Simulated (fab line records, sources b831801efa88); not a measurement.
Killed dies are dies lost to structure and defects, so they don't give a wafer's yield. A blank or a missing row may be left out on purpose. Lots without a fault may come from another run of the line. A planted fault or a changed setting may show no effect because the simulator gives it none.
A struck lot beside a sound one | flow sky130 | 17 steps out of a route of 708
Sound: wafers L441.1, L441.2, L441.4. Struck: wafers L450.1, L450.6. (L450.5 of the same lot was not struck and is left out.) The cause comes at the end.
At each step with rows: each side's tool, then ch and its chambers, then its first start. Under that, the readings that differ: sound wafers | struck wafers | difference of the means | sigmas: that difference in standard deviations of wafers without a fault.
alike: readings whose means differ by less than 2 such deviations, and words and numbers that are the same on both sides. not compared: withheld readings, readings that some wafer has no value for, bounds like >300 that may hide the same value, and numbers for which the record gives no deviation and whose values overlap.
The two part at a step that has a row with sigmas, a row that says differs or no value, or rows on one side only. Numbers that don't overlap but have no deviation are shown without sigmas and don't part them. A reading that every wafer of one side lacks parts them only if that side has two wafers or more.

SKY_LOCAL_INTERCONNECT_RS_MEAS_01: measures by four-point-probe.
  sound on film_metro-01, day 31 16:10; struck on film_metro-04, day 34 17:34
  alike: LOCAL_INTERCONNECT_TIN_RS
SKY_LOCAL_INTERCONNECT_THK_MEAS_02: measures by xrf.
  sound on film_metro-01, day 31 16:17; struck on film_metro-04, day 34 17:41
  alike: LOCAL_INTERCONNECT_TIN_THK
then, 8 steps without rows for these wafers: SKY_LOCAL_INTERCONNECT_DEHYDRATE_03 (time 60 s); SKY_LOCAL_INTERCONNECT_HMDS_04 (prime time 60 s); SKY_LOCAL_INTERCONNECT_COAT_05 (resist thk 60 nm); SKY_LOCAL_INTERCONNECT_COAT_06 (resist thk 450 nm); SKY_LOCAL_INTERCONNECT_SOFTBAKE_07 (time 90 s); SKY_LOCAL_INTERCONNECT_EXPOSE_08 (exposes mask LI1M, target cd 170 nm); SKY_LOCAL_INTERCONNECT_PEB_09; SKY_LOCAL_INTERCONNECT_DEVELOP_10 (develop time 60 s).
SKY_LOCAL_INTERCONNECT_CD_MEAS_11: target cd 170 nm.
  sound on cd_sem-01, day 32 19:13; struck on cd_sem-02, day 35 20:08
  reading    | sound             | struck      | difference | sigmas
  cd_nm (nm) | 171.5 173.2 173.3 | 168.3 168.5 | -4.3       | -3
SKY_LOCAL_INTERCONNECT_OVL_MEAS_12:
  sound on overlay-02, day 32 19:20; struck on overlay-02, day 35 20:16
  alike: LOCAL_INTERCONNECT_OVL
SKY_LOCAL_INTERCONNECT_ETCH_13: etches BARC in N2/H2, stops on SiO2, time 45.9 s, target depth 60 nm.
  sound on rie_metal-02 ch 0,1, day 32 19:23; struck on rie_metal-04 ch 1, day 35 20:18
  reading                                                   | sound             | struck      | difference | sigmas
  rf_fwd_power_W (W)                                        | 492.9 494.6 490.8 | 577.0 575.4 | +83.4      | +33
  model.KrF-thick_of_LOCAL_INTERCONNECT_COAT_06.thk_nm (nm) | 395.8 394 394.4   | 388.5 388.5 | -6.2       |
  model.SiO2_of_SONOS_ONO_CVD_04.thk_nm (nm)                | 4.166 4.178 4.184 | 4.3 4.333   | +0.1       |
  alike: drypump_motor_current_A, oes_product_au, throttle_valve_pct
  not compared: rf_hours_counter_h
SKY_LOCAL_INTERCONNECT_METAL_ETCH_14: etches TiN in Cl2/BCl3, stops on PSG, target depth 110 nm, time 31.4 s.
  sound on rie_metal-02 ch 0,1, day 32 19:26; struck on rie_metal-04 ch 1, day 35 20:22
  reading                                                   | sound             | struck      | difference | sigmas
  model.KrF-thick_of_LOCAL_INTERCONNECT_COAT_06.thk_nm (nm) | 352.2 349.9 350.6 | 345.6 345.9 | -5.1       |
  alike: drypump_motor_current_A, oes_product_au, rf_fwd_power_W, throttle_valve_pct
  not compared: rf_hours_counter_h
SKY_LOCAL_INTERCONNECT_STRIP_15: strips in O2/N2.
  sound on plasma_asher-03 ch 0,1, day 32 19:30; struck on plasma_asher-03 ch 1, day 35 20:25
  reading                      | sound             | struck      | difference | sigmas
  strip_time_to_endpoint_s (s) | 4.759 4.734 4.726 | 4.684 4.683 | -0.056     | -3
  alike: drypump_motor_current_A, oes_product_au
  not compared: rf_hours_counter_h
then, 1 step without rows for these wafers: SKY_LOCAL_INTERCONNECT_STRIP_16 (strips in post etch residue remover, time 1200 s).
-- the record jumps here: 14 days lie between the struck wafers' starts before and after (it left off in module LOCAL_INTERCONNECT and takes up again in module PAD_OPEN, whose first step shown is number 708 of the route) --
SKY_PAD_OPEN_PROBE_99:
  sound on prober-01, day 47 14:19; struck on prober-01, day 49 17:27
  reading      | sound    | struck | difference | sigmas
  killed_short | 32 38 27 | 48 50  | +17        | +3
  alike: killed_at_M0_to_M3, killed_at_M4_up, killed_at_contacts, killed_at_front_end, killed_at_other, killed_dies, killed_open

WHERE THEY PART
First at SKY_LOCAL_INTERCONNECT_CD_MEAS_11; last, within this record, at SKY_PAD_OPEN_PROBE_99.

WHY: what the simulator had put in
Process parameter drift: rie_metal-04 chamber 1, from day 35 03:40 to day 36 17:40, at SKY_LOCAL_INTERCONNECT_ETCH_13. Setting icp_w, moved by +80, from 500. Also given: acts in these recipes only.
